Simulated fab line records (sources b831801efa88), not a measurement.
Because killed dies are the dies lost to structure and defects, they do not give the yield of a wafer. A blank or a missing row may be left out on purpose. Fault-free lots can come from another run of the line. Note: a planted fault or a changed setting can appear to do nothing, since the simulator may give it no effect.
Chamber matching ; flow sky130 ; SKY_CONTACT_ETCH_17 on rieDiel-02: 4 sister chambers
The step etches SiO2 in C4F8/O2/Ar, stops on Si3N4, target depth 340 nm. 4 wafers are shown with their chamber, then 9 later ones without.

## EACH WAFER AND ITS CHAMBER
wafer;chamber;oesProductAu (a.u.)
L509.3;2;0.888
L509.4;3;0.897
L507.5;1;0.890
L507.6;0;0.894

## WAFERS WITHOUT THEIR CHAMBER
wafer;oesProductAu (a.u.)
L520.2;0.882
L520.4;0.900
L520.6;0.892
L521.2;0.888
L521.3;0.898
L521.4;0.883
L523.1;0.891
L523.5;0.891
L523.6;0.891

## THE CHAMBER EACH PASSED THROUGH
wafer;from the rows above;in truth
L520.2;can't be placed: 2 or 1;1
L520.4;can't be placed: 3 or 0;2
L520.6;can't be placed: 0 or 1 or 2 or 3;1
L521.2;can't be placed: 2 or 1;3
L521.3;can't be placed: 3 or 0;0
L521.4;can't be placed: 2 or 1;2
L523.1;can't be placed: 1 or 0 or 2 or 3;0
L523.5;can't be placed: 1 or 0 or 2 or 3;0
L523.6;can't be placed: 1 or 0 or 2 or 3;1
0 of 9 placed correctly. These rows do not allow placing 9 (true chamber among the candidates in 7). 0 placed wrongly.
How it was worked out, from the rows above alone: a wafer's distance from a chamber is the root of the sum, over the readings, of the square of ((its reading less the chamber's mean) divided by the reading's scatter). If the next closest chamber is less than 2 further off than the closest, the wafer can't be placed; otherwise it belongs to the closest. Each chamber's mean is taken over the wafers shown for it. The scatter: with one shown wafer a chamber, the root of the mean of the squares of how far each hidden wafer lies from its nearest shown one.
